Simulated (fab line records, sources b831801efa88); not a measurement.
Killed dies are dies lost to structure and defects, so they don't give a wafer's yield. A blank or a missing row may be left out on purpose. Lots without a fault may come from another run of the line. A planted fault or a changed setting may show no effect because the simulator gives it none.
Which tool did it? | flow sky130 | 10 lots, 30 wafers sampled, at 4 steps of a route of 708

WHAT THE GAUGES READ, wafer by wafer
SKY_SONOS_TUNNEL_CD_MEAS_07: target cd 410 nm. Usual: cd_nm 409.7 nm, standard deviation 2.6.
lot  | measured     | on        | cd_nm (nm)        | flag
L671 | day 11 13:38 | cd_sem-01 | 410.0 410.6 408.8 |
L672 | day 11 19:17 | cd_sem-02 | 411.1 412.2 411.8 |
L673 | day 12 04:01 | cd_sem-01 | 409.9 408.6 407.4 |
L674 | day 12 12:15 | cd_sem-02 | 408.8 406.6 404.5 |
L677 | day 13 11:11 | cd_sem-01 | 413.1 416.6 414.2 |
L678 | day 13 20:13 | cd_sem-02 | 406.1 404.1 405.7 |
L679 | day 14 08:47 | cd_sem-01 | 409.6 408.9 408.9 |
L680 | day 14 09:43 | cd_sem-01 | 410.9 412.3 410.2 |
L687 | day 16 23:53 | cd_sem-01 | 412.9 414.4 413.4 |
L688 | day 17 08:29 | cd_sem-02 | 407.0 406.2 409.0 |

SKY_SONOS_TUNNEL_OVL_MEAS_08. Usual: SONOS_TUNNEL_OVL 1.1 nm, standard deviation 1.2.
lot  | measured     | on         | SONOS_TUNNEL_OVL (nm) | flag
L671 | day 11 13:45 | overlay-01 | 1.7 1.9 3.1           |
L672 | day 11 19:22 | overlay-01 | 0.0 1.5 1.3           |
L673 | day 12 04:08 | overlay-01 | 0.4 1.6 1.0           |
L674 | day 12 12:22 | overlay-02 | 0.1 0.7 2.3           |
L677 | day 13 11:18 | overlay-01 | 0.7 2.3 0.3           |
L678 | day 13 20:20 | overlay-01 | 1.2 1.3 0.7           |
L679 | day 14 08:54 | overlay-02 | -0.9 -2.8 -2.1        |
L680 | day 14 09:49 | overlay-02 | -0.2 0.5 -0.9         |
L687 | day 16 23:59 | overlay-02 | 0.2 1.6 0.4           |
L688 | day 17 08:36 | overlay-02 | 2.4 1.7 2.5           |

SKY_SPACER_THK_MEAS_01. Usual: SPACER_CVD_00_THK 43.2 nm, standard deviation 0.39.
lot  | measured     | on            | SPACER_CVD_00_THK (nm)        | flag
L671 | day 23 04:15 | film_metro-02 | 43.5 43.3 43.1                |
L672 | day 23 15:32 | film_metro-04 | 42.4 42.7 42.5                |
L673 | day 23 17:33 | film_metro-03 | 42.9 42.3 43.0                |
L674 | day 24 06:34 | film_metro-03 | 42.7 42.5 42.7                |
L677 | day 25 06:08 | film_metro-02 | 43.1 43.3 43.4                |
L678 | day 26 01:31 | film_metro-03 | 42.7 43.1 43.0                |
L679 | day 26 16:54 | film_metro-04 | 42.8 43.0 42.9                |
L680 | day 26 16:55 | film_metro-03 | 43.6 43.6 43.3                |
L687 | day 29 08:26 | film_metro-02 | 52.4 52.4 52.2 52.4 52.4 52.1 | OFF
L688 | day 29 15:51 | film_metro-04 | 52.7 53.1 52.8 52.7 53.1 52.8 | OFF

WHICH TOOL RAN EACH LOT (tool, then ch and the chambers of the sampled wafers, then the start)
lot  | SKY_SPACER_CVD_00
L671 | lpcvd-02 ch 1, day 23 03:03
L672 | lpcvd-02 ch 0, day 23 14:17
L673 | lpcvd-02 ch 0, day 23 16:20
L674 | lpcvd-02 ch 0, day 24 05:21
L677 | lpcvd-02 ch 0, day 25 04:56
L678 | lpcvd-02 ch 1, day 25 23:42
L679 | lpcvd-02 ch 1, day 26 15:42
L680 | lpcvd-02 ch 1, day 26 15:42
L687 | lpcvd-02 ch 0, day 29 07:13
L688 | lpcvd-02 ch 1, day 29 14:38
- SKY_SPACER_CVD_00: deposits Si3N4 from DCS/NH3, target thk 43.1 nm, time 740 s.

WHAT THE TOOLS THEMSELVES READ (means of the sampled wafers that have a number; where no wafer has one, the mark that the record gives instead)
SKY_SPACER_CVD_00. Usual: spike_tc_bottom_C 789.3 C, standard deviation 1.5; spike_tc_centre_C 770.3 C, standard deviation 1; spike_tc_lower_C 770.8 C, standard deviation 1.6; spike_tc_top_C 782.2 C, standard deviation 1.4; spike_tc_upper_C 769.2 C, standard deviation 1.3; susceptor_temp_C 770.0 C, standard deviation 0.32; zone_power_bottom_pct 21.0 %, standard deviation 0.88; zone_power_lower_pct 13.0 %, standard deviation 2.1.
lot  | tool     | spike_tc_bottom_C (C) | spike_tc_centre_C (C) | spike_tc_lower_C (C) | spike_tc_top_C (C) | spike_tc_upper_C (C) | susceptor_temp_C (C) | zone_power_bottom_pct (%) | zone_power_lower_pct (%) | flag
L671 | lpcvd-02 | 790.9                 | 770.6                 | 768.5                | 782.6              | 768.1                | 770.1                | 19.7                      | 10.4                     |
L672 | lpcvd-02 | 788.2                 | 770.4                 | 772.9                | 781.6              | 770.1                | 770.3                | 21.8                      | 14.8                     |
L673 | lpcvd-02 | 788.8                 | 770.5                 | 771.7                | 781.5              | 769.3                | 770.0                | 21.8                      | 14.7                     |
L674 | lpcvd-02 | 787.7                 | 769.8                 | 771.5                | 780.9              | 769.9                | 770.1                | 21.7                      | 14.9                     |
L677 | lpcvd-02 | 788.8                 | 769.8                 | 771.4                | 780.9              | 770.6                | 770.0                | 21.5                      | 14.8                     |
L678 | lpcvd-02 | 791.0                 | 770.1                 | 768.7                | 783.1              | 768.2                | 769.6                | 19.9                      | 10.5                     |
L679 | lpcvd-02 | 790.6                 | 770.2                 | 768.9                | 782.9              | 768.1                | 770.3                | 20.1                      | 10.5                     |
L680 | lpcvd-02 | 790.3                 | 770.2                 | 769.6                | 783.9              | 767.2                | 770.1                | 20.1                      | 10.6                     |
L687 | lpcvd-02 | 799.1                 | 780.6                 | 782.4                | 791.6              | 780.2                | 780.4                | 22.3                      | 15.1                     | OFF
L688 | lpcvd-02 | 800.7                 | 779.8                 | 778.3                | 793.1              | 777.7                | 780.3                | 20.6                      | 10.8                     | OFF

THE ANSWER, worked out from the rows above alone
Rule: a lot is off if the mean of its wafers that have a number lies more than 3 standard deviations from the usual mean. A lot without any number at a reading at which 4 lots or more have one is off too. The other lots that the step has rows for count as sound. The gauges are gone through in route order, then the tools' own readings, and for those a lot's mean is taken as printed above. The first step at which some lot is off is used, and at that step the reading that is off furthest; a lot without a number counts as furthest.
Off: L687, L688, at SKY_SPACER_THK_MEAS_01 (SPACER_CVD_00_THK).
A tool fits if, at a process step before that reading, it ran every lot that is off, and no sound lot after the first of them. The gauges at SKY_SPACER_THK_MEAS_01 aren't tried: what is off there is off at SKY_SPACER_CVD_00 too, on other tools, and a gauge's error can't cause that. One fits: lpcvd-02 at SKY_SPACER_CVD_00. Its last sound lot is L679 (day 26 15:42), its first lot that is off L687 (day 29 07:13): a fault that began between those two fits.
The tool's own readings at SKY_SPACER_CVD_00 bear it out: on the lots that are off they differ by more than 5 times the standard deviation of the sound lots' means. spike_tc_bottom_C reads 799.9 C there against 789.5 C on the sound lots; spike_tc_centre_C reads 780.2 C there against 770.2 C on the sound lots; spike_tc_lower_C reads 780.3 C there against 770.4 C on the sound lots; spike_tc_top_C reads 792.4 C there against 782.2 C on the sound lots; spike_tc_upper_C reads 779.0 C there against 768.9 C on the sound lots; susceptor_temp_C reads 780.3 C there against 770.1 C on the sound lots.

WHAT THE SIMULATOR HAD PUT IN
Process parameter drift: lpcvd-02, from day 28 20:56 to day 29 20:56, at SKY_SPACER_CVD_00. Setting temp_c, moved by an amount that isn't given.
Lots struck among those shown: L687, L688. The rule above found the same.
